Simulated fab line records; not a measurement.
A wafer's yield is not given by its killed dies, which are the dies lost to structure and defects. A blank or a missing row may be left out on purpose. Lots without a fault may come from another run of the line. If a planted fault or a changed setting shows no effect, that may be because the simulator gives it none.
fab line records	flow sky130
[record] lots = 7	wafers = 21	lastDay = 50
route steps=708 shown CAPM@554 METAL3@555 PAD_OPEN@708
lots with no fault: from the same line, run without faults
startH: start of the lot's first displayed wafer, in hours after the record's first day	waitH: how many hours have passed since the lot's step before this one	" repeats the value in the row above	L1.1+2: a row that stands for several wafers	- either no value or no given start	* or withheld: withheld	< > ~ a bound
route shown NAME@n: a module of which the file shows steps, and the number in the route of the first	usual: mean/standard deviation taken from wafers without a fault	same: alike in all rows	chamber/n: place in a boat	sites: each site's reading	_std_site: standard deviation of those values	_edge_site: outer sites' mean less inner sites'	radiusMm: how far each site lies from the wafer's centre	mask NAME#n: copy n	behind: tool/chamber where the wafer was last shaped	hold: why the lot went on hold/how many hours it stayed there/how the hold came to an end	device: names the non-switching transistor (n, p or np)	end of line: tests of these same wafers at the route's end	where a step has no rows: the recipe by itself	killed: count of dies lost to structure and defects at first sort (not the wafer's yield)	map: a wafer's dies, marking killed ones x, the rest . and places with no die _
set.NAME: the setting as run; set.NAME@STEP: as run at that earlier step	model.NAME: the simulator's own value behind a step, which no gauge read
a table for each step, a row for each wafer; lots at some steps of the route
services: the hour from which a tool's chamber was out of use, counted from the record's first day as startH (under 0 if before that day), plus the number of hours and why
[[steps]]
[step SKY_CAPM_CLEAN_17]
[recipe] chemistry = O3/DIW	dry = n2Spin
[step SKY_METAL3_DEHYDRATE_05]
[recipe] tempC = 200	timeS = 60
[step SKY_METAL3_HMDS_06]
[recipe] primeTimeS = 60	primeTempC = 120
[step SKY_METAL3_COAT_07]
[recipe] resist = BARC	tempC = withheld	timeS = withheld	spinRpm = 3000	resistThkNm = 60
[step SKY_METAL3_COAT_08]
[recipe] resist = KrF-thick	spinRpm = 3000	resistThkNm = 1140
[step SKY_METAL3_SOFTBAKE_09]
[recipe] tempC = 100	timeS = 90	resist = KrF-thick
[step SKY_METAL3_EXPOSE_10]
[recipe] maskId = MM3	na = 0.68	sourceShape = annular	sigmaInner = 0.4	sigmaOuter = 0.8	targetCdNm = 300	doseMj = 28
[step SKY_METAL3_PEB_11]
[recipe] pebTempC = withheld	pebTimeS = withheld	resist = KrF-thick
[step SKY_METAL3_DEVELOP_12]
[recipe] developTimeS = 60	resist = KrF-thick	devTempC = 21
[step SKY_METAL3_CD_MEAS_13]
[recipe] targetCdNm = 300
[usual] cdNm = 299.2/1.4
lot.wafer	tool	chamber	startH	waitH	cdNm
L835.2	cdSem-02	-	950.03	-	298.3
L835.3	"	-	"	"	299.6
L835.4	"	-	"	"	298.0
L839.2	cdSem-01	-	980.03	-	298.8
L839.4	"	-	"	"	298.1
L839.5	"	-	"	"	297.4
L842.1	cdSem-01	-	1000.95	-	299.1
L842.2	"	-	"	"	296.8
L842.5	"	-	"	"	298.7
L843.2	cdSem-01	-	1001.13	-	296.2
L843.3	"	-	"	"	298.8
L843.5	"	-	"	"	297.0
L845.1	cdSem-02	-	1008.15	-	298.1
L845.3	"	-	"	"	299.5
L845.5	"	-	"	"	298.3
L846.3	cdSem-02	-	1013.48	-	297.8
L846.5	"	-	"	"	299.5
L846.6	"	-	"	"	297.9
L852.1	cdSem-02	-	1055.75	-	297.7
L852.2	"	-	"	"	297.9
L852.5	"	-	"	"	297.2
[step SKY_METAL3_OVL_MEAS_14]
[usual] METAL3_OVL = 1/5.4
lot.wafer	tool	chamber	startH	waitH	METAL3_OVL[nm]
L835.2	overlay-02	-	950.13	0.1	-4
L835.3	"	-	"	"	4
L835.4	"	-	"	"	-5
L839.2	overlay-02	-	980.13	0.1	6
L839.4	"	-	"	"	5
L839.5	"	-	"	"	6
L842.1	overlay-01	-	1001.07	0.1	10
L842.2	"	-	"	"	7
L842.5	"	-	"	"	8
L843.2	overlay-02	-	1001.23	0.1	6
L843.3	"	-	"	"	6
L843.5	"	-	"	"	5
L845.1	overlay-02	-	1008.27	0.1	2
L845.3	"	-	"	"	-4
L845.5	"	-	"	"	-4
L846.3	overlay-01	-	1013.57	0.1	-2
L846.5	"	-	"	"	-6
L846.6	"	-	"	"	-3
L852.1	overlay-02	-	1055.87	0.1	4
L852.2	"	-	"	"	5
L852.5	"	-	"	"	2
[step SKY_METAL3_DESCUM_15]
[recipe] chemistry = O2	sourcePowerW = 150	biasPowerW = 0	pressureMtorr = 10	tempC = 40	timeS = 8
[usual] drypumpMotorCurrentA = 5.7/0.37	oesProductAu = 0.991/0.011
lot.wafer	tool	chamber	startH	waitH	drypumpMotorCurrentA	oesProductAu	rfHoursCounterH
L835.2	rieMetal-02	0	950.16	0.0	5.8	0.981	16
L835.3	"	0	"	"	5.8	0.987	-
L835.4	"	1	"	"	6.0	0.993	-
L839.2	rieMetal-03	1	980.16	0.0	5.7	0.984	14
L839.4	"	1	"	"	5.7	0.981	-
L839.5	"	0	"	"	5.9	0.983	-
L842.1	rieMetal-02	0	1001.11	0.0	5.8	0.992	19
L842.2	"	0	"	"	5.8	0.994	-
L842.5	"	0	"	"	5.8	0.981	-
L843.2	rieMetal-03	0	1001.26	0.0	6.0	0.973	13
L843.3	"	0	"	"	6.0	0.986	-
L843.5	"	1	"	"	5.7	0.985	-
L845.1	rieMetal-03	1	1008.31	0.0	5.7	0.982	15
L845.3	"	1	"	"	5.7	0.977	-
L845.5	"	1	"	"	5.7	0.974	-
L846.3	rieMetal-03	1	1013.61	0.0	5.7	0.994	-
L846.5	"	0	"	"	5.9	0.980	-
L846.6	"	1	"	"	5.7	0.985	-
L852.1	rieMetal-02	0	1055.91	0.0	5.8	0.989	23
L852.2	"	1	"	"	5.9	0.988	15
L852.5	"	1	"	"	5.9	0.993	-
[step SKY_METAL3_ETCH_16]
[recipe] chemistry = N2/H2	target = BARC	ionEnergyEv = 200	biasW = 100	pressureMtorr = 30	n2FlowSccm = 100	h2FlowSccm = 200	icpW = 500	stopOn = SiO2	timeS = 88.2	targetDepthA = 600
[usual] drypumpMotorCurrentA = 5.7/0.37	oesProductAu = 0.626/0.0042	rfFwdPowerW = 496.0/1.7	throttleValvePct = 13.204/0.0086
lot.wafer	tool	chamber	startH	waitH	drypumpMotorCurrentA	oesProductAu	rfFwdPowerW	rfHoursCounterH	throttleValvePct	model.KrF-thick_of_METAL3_COAT_08.thkNm	model.METAL3.cdNm	model.SiO2_of_CAPM_CVD_00.thkNm
L835.2	rieMetal-02	0	950.19	0.0	5.8	0.628	496.4	16	13.205	1080	298.9	15.58
L835.3	"	0	"	"	5.8	0.631	494.1	-	13.200	1080	299.3	15.6
L835.4	"	1	"	"	5.9	0.628	497.9	-	13.198	1085	298.7	15.55
L839.2	rieMetal-03	1	980.19	0.0	5.7	0.623	496.7	14	13.194	1080	301.3	15.5
L839.4	"	1	"	"	5.7	0.624	495.7	-	13.201	1082	299.8	15.62
L839.5	"	0	"	"	5.9	0.627	495.6	-	13.208	1081	299.2	15.56
L842.1	rieMetal-02	0	1001.17	0.1	5.8	0.627	495.8	19	13.203	1078	299.2	15.08
L842.2	"	0	"	"	5.8	0.623	498.9	-	13.206	1076	297.4	15.27
L842.5	"	0	"	"	5.7	0.622	496.7	-	13.207	1078	300.1	15.66
L843.2	rieMetal-03	0	1001.29	0.0	6.0	0.630	578.0	13	13.193	1078	293.6	15.01
L843.3	"	0	"	"	6.0	0.625	577.8	-	13.197	1080	297.5	15.12
L843.5	"	1	"	"	5.7	0.624	573.5	-	13.201	1080	295.7	15.2
L845.1	rieMetal-03	1	1008.34	0.0	5.7	0.625	576.2	15	13.207	1078	295.9	14.94
L845.3	"	1	"	"	5.7	0.630	576.5	-	13.206	1078	296.6	14.63
L845.5	"	1	"	"	5.7	0.632	577.0	-	13.191	1076	296.6	15.01
L846.3	rieMetal-03	1	1013.66	0.0	5.7	0.630	576.9	-	13.199	1077	296.2	14.61
L846.5	"	0	"	"	6.0	0.632	576.3	-	13.211	1073	298	15.17
L846.6	"	1	"	"	5.7	0.620	577.1	-	13.189	1075	296.8	14.51
L852.1	rieMetal-02	0	1055.94	0.0	5.8	0.626	495.5	23	13.206	1074	299	15.59
L852.2	"	1	"	"	5.9	0.627	497.3	15	13.216	1080	299.6	15.5
L852.5	"	1	"	"	5.9	0.620	497.0	-	13.215	1076	297.6	15.57
[step SKY_METAL3_ETCH_17]
[recipe] target = SiO2	stopOn = TiN	chemistry = C4F8/O2/Ar	sourceW = 1500	biasW = 1200	pressureMtorr = 40	c4f8FlowSccm = withheld	O2_flow_sccm = 6	Ar_flow_sccm = 300	timeS = 3.9	targetDepthA = 150
[usual] oesProductAu = 0.755/0.0076	rfFwdPowerW = 1468/8.1
lot.wafer	tool	chamber	startH	waitH	oesProductAu	rfFwdPowerW	rfHoursCounterH	model.METAL3.cdNm	model.etch.depthNm
L835.2	rieDiel-02	2	950.29	0.1	0.755	1469	13	298.9	15.58
L835.3	"	1	"	"	0.754	1481	8	299.4	15.6
L835.4	"	3	"	"	0.759	1473	19	298.7	15.55
L839.2	rieDiel-01	2	980.29	0.1	0.756	1458	21	301.3	15.5
L839.4	"	0	"	"	0.758	1465	28	299.9	15.62
L839.5	"	1	"	"	0.760	1461	-	299.2	15.56
L842.1	rieDiel-03	0	1001.37	0.2	0.748	1484	12	299.3	15.08
L842.2	"	2	"	"	0.743	1469	10	297.4	15.27
L842.5	"	2	"	"	0.755	1465	-	300.2	15.66
L843.2	rieDiel-01	1	1001.39	0.1	0.744	1459	19	293.5	15.01
L843.3	"	2	"	"	0.747	1464	22	297.5	15.12
L843.5	"	1	"	"	0.746	1462	-	295.6	15.2
L845.1	rieDiel-02	0	1008.44	0.1	0.745	1464	26	296	14.94
L845.3	"	3	"	"	0.734	1480	20	296.5	14.63
L845.5	"	1	"	"	0.737	1483	-	296.6	15.01
L846.3	rieDiel-02	3	1013.73	0.0	0.733	1475	21	296.2	14.61
L846.5	"	3	"	"	0.753	1478	-	298	15.17
L846.6	"	0	"	"	0.738	1468	-	296.8	14.51
L852.1	rieDiel-02	2	1056.04	0.1	0.753	1464	16	298.8	15.59
L852.2	"	0	"	"	0.761	1462	28	299.5	15.5
L852.5	"	0	"	"	0.758	1459	-	297.5	15.57
[step SKY_METAL3_METAL_ETCH_18]
[recipe] targetDepthA = 8450	stopOn = SiO2	overEtchFrac = 0.2812	timeS = 183.1	chemistry = Cl2/BCl3	resistSidewallDeg = 88	pressureMtorr = 10	icpW = 900	biasW = 48.5	Cl2_flow_sccm = 60	bcl3FlowSccm = 30
[usual] drypumpMotorCurrentA = 5.6/0.46	oesProductAu = 0.870/0.0061	rfFwdPowerW = 896.3/2.6	throttleValvePct = 22.264/0.0083
lot.wafer	tool	chamber	startH	waitH	drypumpMotorCurrentA	oesProductAu	rfFwdPowerW	rfHoursCounterH	throttleValvePct
L835.2	rieMetal-01	1	950.31	0.0	4.7	0.878	896.8	15	22.283
L835.3	"	0	"	"	5.9	0.864	897.5	-	22.268
L835.4	"	1	"	"	4.7	0.868	896.7	-	22.272
L839.2	rieMetal-01	0	980.31	0.0	5.9	0.869	895.8	13	22.269
L839.4	"	1	"	"	4.7	0.853	894.4	-	22.241
L839.5	"	0	"	"	5.9	0.859	894.6	-	22.265
L842.1	rieMetal-01	0	1001.39	0.0	5.9	0.875	894.5	14	22.268
L842.2	"	1	"	"	4.7	0.875	896.8	17	22.254
L842.5	"	0	"	"	5.9	0.877	894.4	-	22.261
L843.2	rieMetal-02	0	1001.47	0.1	5.8	0.868	896.7	-	22.257
L843.3	"	0	"	"	5.8	0.863	895.0	-	22.267
L843.5	"	0	"	"	5.8	0.875	896.6	-	22.264
L845.1	rieMetal-01	1	1008.46	0.0	4.7	0.867	895.0	18	22.261
L845.3	"	0	"	"	5.9	0.874	896.9	-	22.269
L845.5	"	1	"	"	4.7	0.869	896.4	-	22.253
L846.3	rieMetal-01	0	1013.80	0.1	5.9	0.872	895.1	-	22.249
L846.5	"	0	"	"	5.9	0.865	892.4	-	22.247
L846.6	"	1	"	"	4.7	0.875	898.4	-	22.264
L852.1	rieMetal-01	0	1056.06	0.0	5.8	0.869	889.4	17	22.257
L852.2	"	1	"	"	4.7	0.871	897.4	22	22.253
L852.5	"	1	"	"	4.7	0.872	897.0	-	22.271
[step SKY_PAD_OPEN_PROBE_99]
[usual] defectLimitedYield = 81.8/2	killed_at_M0_to_M3 = 44/7.5	killed_at_M4_up = 3.3/1.8	killedAtContacts = 25/5.9	killedAtFrontEnd = 16/4.7	killedAtOther = 0.3/0.52	killedDies = 89/9.9	killedOnRim = 18/3.9	killedOpen = 49/7.8	killedShort = 40/5.8	sort_bin_3_pad_short = 0.9/0.43	sort_bin_5_function = 10.8/1.5	sort_bin_6_memory = 6.4/1.1	sortNPass = 403/9.9	sortYieldPct = 81.8/2
[same] grossDies = 492	killedAtBackSide = 0	sort_bin_4_leakage[%] = 0	sort_bin_8_speed[%] = 0
lot.wafer	tool	chamber	startH	waitH	defectLimitedYield[%]	killed_at_M0_to_M3	killed_at_M4_up	killedAtContacts	killedAtFrontEnd	killedAtOther	killedDies	killedOnRim	killedOpen	killedShort	sort_bin_3_pad_short[%]	sort_bin_5_function[%]	sort_bin_6_memory[%]	sortNPass	sortYieldPct[%]
L835.2	prober-02	-	1116.12	0.1	84.3	44	3	20	10	0	77	13	41	34	0.4	9.8	5.5	415	84.3
L835.3	prober-02	-	1116.17	0.2	79.3	66	2	22	12	0	102	25	55	47	1.2	12.8	6.7	390	79.3
L835.4	prober-02	-	1116.22	0.2	83.1	48	3	21	10	1	83	15	47	36	0.8	9.8	6.3	409	83.1
L839.2	prober-01	-	1142.56	0.1	80.1	46	2	30	20	0	98	21	55	43	1.0	12.0	6.9	394	80.1
L839.4	prober-01	-	1142.66	0.2	78.0	61	0	28	19	0	108	19	65	43	1.0	14.2	6.7	384	78.0
L839.5	prober-01	-	1142.71	0.2	77.0	70	5	25	13	0	113	24	61	52	1.2	14.8	6.9	379	77.0
L842.1	prober-01	-	1157.38	0.1	79.1	46	4	35	17	1	103	24	56	46	0.4	13.0	7.5	389	79.1
L842.2	prober-01	-	1157.43	0.1	86.2	34	2	19	13	0	68	11	40	28	0.6	8.7	4.5	424	86.2
L842.5	prober-01	-	1157.58	0.2	80.3	51	1	29	16	0	97	20	51	46	1.6	10.8	7.3	395	80.3
L845.1	prober-02	-	1163.11	0.1	82.3	47	5	20	15	0	87	18	49	38	0.6	9.8	7.3	405	82.3
L845.3	prober-02	-	1163.21	0.2	79.7	43	2	30	25	0	100	22	55	45	0.8	12.2	7.3	392	79.7
L845.5	prober-02	-	1163.31	0.2	79.7	50	4	26	20	0	100	19	57	43	1.0	12.6	6.7	392	79.7
// killed by level:class
L835.2 VIA1:geometricParticle:open=12 LI_CONTACT:geometricParticle:open=7 VIA2:geometricParticle:open=6 VIA3:geometricParticle:open=6 LOCAL_INTERCONNECT:geometricParticle:short=5 VIA3:geometricParticle:short=5 METAL1:geometricParticle:short=4 POLY_GATE:geometricParticle:short=3
L835.3 VIA2:geometricParticle:open=11 VIA1:geometricParticle:open=10 VIA3:geometricParticle:open=9 METAL2:geometricParticle:short=9 LI_CONTACT:geometricParticle:open=8 METAL3:geometricParticle:short=7 CONTACT:geometricParticle:open=7 METAL1:geometricParticle:short=6
L835.4 VIA1:geometricParticle:open=14 VIA2:geometricParticle:open=10 CONTACT:geometricParticle:open=8 CONTACT:geometricParticle:short=6 POLY_GATE:geometricParticle:short=5 VIA1:geometricParticle:short=5 METAL2:geometricParticle:short=4 VIA3:geometricParticle:short=4
L839.2 VIA1:geometricParticle:open=13 LI_CONTACT:geometricParticle:open=10 FIELD_ISO:geometricParticle:short=9 CONTACT:geometricParticle:open=9 CONTACT:geometricParticle:short=7 VIA3:geometricParticle:open=7 METAL2:geometricParticle:short=5 FIELD_ISO:geometricParticle:open=4
L839.4 VIA1:geometricParticle:open=17 CONTACT:geometricParticle:open=14 FIELD_ISO:geometricParticle:open=7 FIELD_ISO:geometricParticle:short=7 LI_CONTACT:geometricParticle:open=7 VIA3:geometricParticle:open=7 VIA1:geometricParticle:short=7 CONTACT:geometricParticle:short=6
L839.5 VIA1:geometricParticle:open=19 METAL2:geometricParticle:short=11 CONTACT:geometricParticle:open=10 METAL1:geometricParticle:short=8 VIA2:geometricParticle:open=7 LI_CONTACT:geometricParticle:open=5 METAL3:geometricParticle:short=5 VIA1:geometricParticle:short=5
L842.1 CONTACT:geometricParticle:open=15 LI_CONTACT:geometricParticle:open=8 VIA1:geometricParticle:open=8 VIA3:geometricParticle:open=7 METAL2:geometricParticle:short=7 VIA3:geometricParticle:short=7 FIELD_ISO:geometricParticle:open=6 CONTACT:geometricParticle:short=6
L842.2 VIA1:geometricParticle:open=10 METAL2:geometricParticle:short=7 CONTACT:geometricParticle:open=6 VIA3:geometricParticle:open=6 FIELD_ISO:geometricParticle:short=5 LOCAL_INTERCONNECT:geometricParticle:short=4 FIELD_ISO:geometricParticle:open=3 CONTACT:geometricParticle:short=3
L842.5 VIA1:geometricParticle:open=12 CONTACT:geometricParticle:open=10 LI_CONTACT:geometricParticle:open=7 CONTACT:geometricParticle:short=7 METAL1:geometricParticle:short=7 FIELD_ISO:geometricParticle:open=6 METAL2:geometricParticle:short=6 FIELD_ISO:geometricParticle:short=5
L845.1 CONTACT:geometricParticle:open=7 VIA1:geometricParticle:open=7 VIA3:geometricParticle:open=7 METAL1:geometricParticle:short=6 LI_CONTACT:geometricParticle:open=6 VIA2:geometricParticle:short=6 CONTACT:geometricParticle:short=5 VIA2:geometricParticle:open=5
L845.3 VIA1:geometricParticle:open=13 CONTACT:geometricParticle:open=12 LI_CONTACT:geometricParticle:open=8 FIELD_ISO:geometricParticle:open=7 FIELD_ISO:geometricParticle:short=7 METAL1:geometricParticle:short=7 CONTACT:geometricParticle:short=6 POLY_GATE:geometricParticle:short=5
L845.5 CONTACT:geometricParticle:open=10 VIA2:geometricParticle:open=10 LI_CONTACT:geometricParticle:open=8 VIA1:geometricParticle:open=8 POLY_GATE:geometricParticle:short=6 VIA3:geometricParticle:open=6 FIELD_ISO:geometricParticle:short=5 VIA2:geometricParticle:short=5
[[services]]
tool	chamber	startH	hours	kind
rieDiel-02	-	957.49	0.4	repair
rieDiel-03	0	957.71	6.1	repair
rieMetal-01	1	960.72	5.6	repair
rieDiel-01	3	971.80	6.0	repair
rieDiel-03	-	981.89	2.8	pm
rieMetal-02	1	1000.36	3.1	repair
rieDiel-02	1	1013.52	52.5	repair
rieDiel-01	-	1018.46	2.8	pm
rieMetal-01	0	1023.95	11.3	repair
rieDiel-01	-	1038.10	1.3	repair
rieDiel-01	0	1039.42	-	clean
rieDiel-01	0	1039.42	32.8	scheduledDown
rieDiel-01	0	1039.42	32.8	ventCycle
rieDiel-03	1	1045.26	5.7	repair
[[key]]
[firstSign] step = SKY_METAL3_ETCH_16	reading = rfFwdPowerW	direction = up	sigmas = 47	usual = 496.0	struck = 576.6
effect none on later readings
[modelEffect] step = SKY_METAL3_ETCH_16	value = KrF-thick_of_METAL3_COAT_08.thkNm	without = 1084	struck = 1077
[modelEffect] step = SKY_METAL3_ETCH_17	value = METAL3.cdNm	without = 298.9	struck = 296.3
metAt SKY_METAL3_ETCH_16
struckWafers L843.2,L843.3,L843.5,L845.1,L845.3,L845.5,L846.3,L846.5,L846.6
onsetBetween 980.19 1001.29
[fault] kind = processParameterDrift	tool = rieMetal-03	chamber = -	onsetH = 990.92	steps = SKY_METAL3_ETCH_16	channel = icpW	offset = 80	shape = step	endH = 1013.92	actsIn = theseRecipesOnly	stated = 500
